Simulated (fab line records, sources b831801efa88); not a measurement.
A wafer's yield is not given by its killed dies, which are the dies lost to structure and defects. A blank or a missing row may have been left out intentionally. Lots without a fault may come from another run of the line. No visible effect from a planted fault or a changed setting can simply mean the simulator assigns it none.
A struck lot beside a sound one    flow sky130    16 steps out of a route of 708
Sound: wafers L114.2, L114.4, L114.6. Struck: wafers L131.2, L131.3, L131.6. The cause comes at the end.
Per side, at each step with rows, come the tool, then ch with its chambers, and then its first start. Under that, the readings that differ: sound wafers    struck wafers    difference of the means    sigmas: that difference in standard deviations of wafers without a fault.
alike: words and numbers the same on both sides, and readings whose means are apart by under 2 such deviations; not compared: readings that were withheld, readings missing a value for some wafer, numbers with overlapping values and no deviation given by the record, and bounds like >300 which may hide the same value.
Wherever a step has rows on one side only, a row that says differs or no value, or a row with sigmas, the two part there. Numbers that have no deviation but don't overlap get no sigmas and don't part them. A reading that every wafer of one side lacks parts them only if that side has two wafers or more.

first, 8 steps without rows for these wafers: SKY_METAL1_DEHYDRATE_07 (time 60 s); SKY_METAL1_HMDS_08 (prime time 60 s); SKY_METAL1_COAT_09 (resist thk 60 nm); SKY_METAL1_COAT_10 (resist thk 450 nm); SKY_METAL1_SOFTBAKE_11 (time 90 s); SKY_METAL1_EXPOSE_12 (exposes mask MM1, target cd 140 nm); SKY_METAL1_PEB_13; SKY_METAL1_DEVELOP_14 (develop time 60 s).
SKY_METAL1_CD_MEAS_15: the cd target is 140 nm.
  sound on cdSem-02, day 32 22:43; struck on cdSem-01, day 38 04:42
  alike: cdNm
SKY_METAL1_OVL_MEAS_16:
  sound on overlay-01, day 32 22:49; struck on overlay-01, day 38 04:49
  alike: METAL1_OVL
SKY_METAL1_DESCUM_17: chemistry O2, time 8 s.
  sound on rieMetal-04 ch 0,1, day 32 22:51; struck on rieMetal-04 ch 1, day 38 04:50
  alike: chamberPressureMTorr, drypumpMotorCurrentA, oesProductAu, rfFwdPowerW
  not compared: rfHoursCounterH
SKY_METAL1_ETCH_18: etches BARC in N2/H2, stops on SiO2, time 45.9 s, target depth 60 nm.
  sound on rieMetal-04 ch 0,1, day 32 22:53; struck on rieMetal-04 ch 1, day 38 04:52
  alike: chamberPressureMTorr, drypumpMotorCurrentA, oesProductAu, rfFwdPowerW, throttleValvePct
  not compared: rfHoursCounterH
SKY_METAL1_METAL_ETCH_19: etches the open film in Cl2/BCl3, stops on SiO2, target depth 360 nm, time 78 s.
  sound on rieMetal-04 ch 0,1, day 32 22:57; struck on rieMetal-04 ch 1, day 38 04:56
reading                                       sound              struck                   difference  sigmas
oesProductAu (a.u.)                           0.854 0.854 0.858  0.904 0.892 0.893        +0.041      +7
overEtchFrac                                  0.3 0.3 0.3        0.19011 0.19011 0.19011  -0.10989    
model.KrF-thick_of_METAL1_COAT_10.thkNm (nm)  159.7 155.4 157.1  180.2 180.1 178.3        +22.1       
  alike: chamberPressureMTorr, drypumpMotorCurrentA, rfFwdPowerW, throttleValvePct
  not compared: rfHoursCounterH
SKY_METAL1_STRIP_20: strips in O2/N2.
  sound on plasmaAsher-02 ch 1, day 32 23:02; struck on plasmaAsher-02 ch 0,1, day 38 05:02
reading                   sound              struck             difference  sigmas
oesProductAu (a.u.)       0.347 0.333 0.346  0.359 0.346 0.353  +0.011      +2
stripTimeToEndpointS (s)  2.70 2.67 2.66     2.94 2.93 2.90     +0.25       +6
  alike: chamberPressureMTorr, drypumpMotorCurrentA
  not compared: rfHoursCounterH
then, 1 step without rows for these wafers: SKY_METAL1_STRIP_21 (strips in post etch residue remover, time 1200 s).
-- the record jumps here: 12 days lie between the struck wafers' starts before and after (it left off in module METAL1 and takes up again in module PAD_OPEN, whose first step shown is number 708 of the route) --
SKY_PAD_OPEN_PROBE_99:
  sound on prober-02, day 45 22:30; struck on prober-02, day 49 21:35
  alike: defectLimitedYield, killed_at_M0_to_M3, killed_at_M4_up, killedAtContacts, killedAtFrontEnd, killedAtOther, killedDies, killedOnRim, killedOpen, killedShort, sort_bin_3_pad_short, sort_bin_5_function, sort_bin_6_memory, sortNPass, sortYieldPct

## WHERE THEY PART
Last at SKY_METAL1_STRIP_20 as far as this record goes, first at SKY_METAL1_METAL_ETCH_19. Later steps at which nothing parts them and some readings are alike: SKY_PAD_OPEN_PROBE_99.

WHY: whatever the simulator had introduced
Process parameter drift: rieMetal-04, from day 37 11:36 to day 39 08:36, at SKY_METAL1_METAL_ETCH_19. The setting overEtchFrac was moved by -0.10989, starting from 0.3. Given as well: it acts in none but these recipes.
